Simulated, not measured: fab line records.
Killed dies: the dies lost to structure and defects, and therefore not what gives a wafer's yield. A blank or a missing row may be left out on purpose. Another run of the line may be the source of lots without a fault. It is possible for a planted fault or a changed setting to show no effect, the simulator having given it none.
Which tool is to blame? + flow sky130 + at 1 step of a route of 708, 12 lots with 36 wafers sampled

WHAT THE GAUGES READ, wafer by wafer
SKY_SD_P_CD_MEAS_07: the cd target is 380 nm.
| lot  | measured     | on        | cd-nm (nm)        |
|------|--------------|-----------|-------------------|
| L075 | day 25 16:11 | cd-sem-02 | 379.8 379.8 379.6 |
| L077 | day 27 01:32 | cd-sem-02 | 382.6 379.3 382.0 |
| L079 | day 27 20:14 | cd-sem-02 | 382.9 383.7 382.5 |
| L081 | day 28 09:55 | cd-sem-02 | 380.8 382.8 382.7 |
| L083 | day 29 06:54 | cd-sem-02 | 377.6 377.9 376.5 |
| L085 | day 30 05:42 | cd-sem-02 | 381.5 383.0 382.2 |
| L086 | day 30 06:14 | cd-sem-01 | 383.1 380.6 380.8 |
| L089 | day 30 17:31 | cd-sem-01 | 380.4 375.3 377.1 |
| L091 | day 31 11:49 | cd-sem-02 | 379.0 377.6 382.2 |
| L093 | day 31 20:57 | cd-sem-02 | 383.3 384.7 381.4 |
| L095 | day 32 19:50 | cd-sem-02 | 382.4 381.9 381.5 |
| L097 | day 33 15:27 | cd-sem-01 | 380.2 377.7 379.0 |

TOOL THAT RAN EACH LOT (tool first, then ch and the chambers of the sampled wafers, then the start)
The record shows no process step preceding these readings.

THE ANSWER, worked out from the rows above alone
Rule: the lots themselves supply what counts as usual. The widest of any qualifying gaps counts: lots, ordered by their means at a reading, are off when they make up no more than a third of the lots, leave a main group of 4 or more, and stand apart from it by 3 or more times the standard deviation of that group's means. Not used: any main group whose means are identical at the precision the tables above print for the reading. A lot without any number at a reading at which 4 lots or more have one is off too. All remaining lots with rows at the step are treated as sound.
Across all readings shown, no lot is off: no conclusion can be drawn from this.

WHAT THE SIMULATOR HAD PUT IN
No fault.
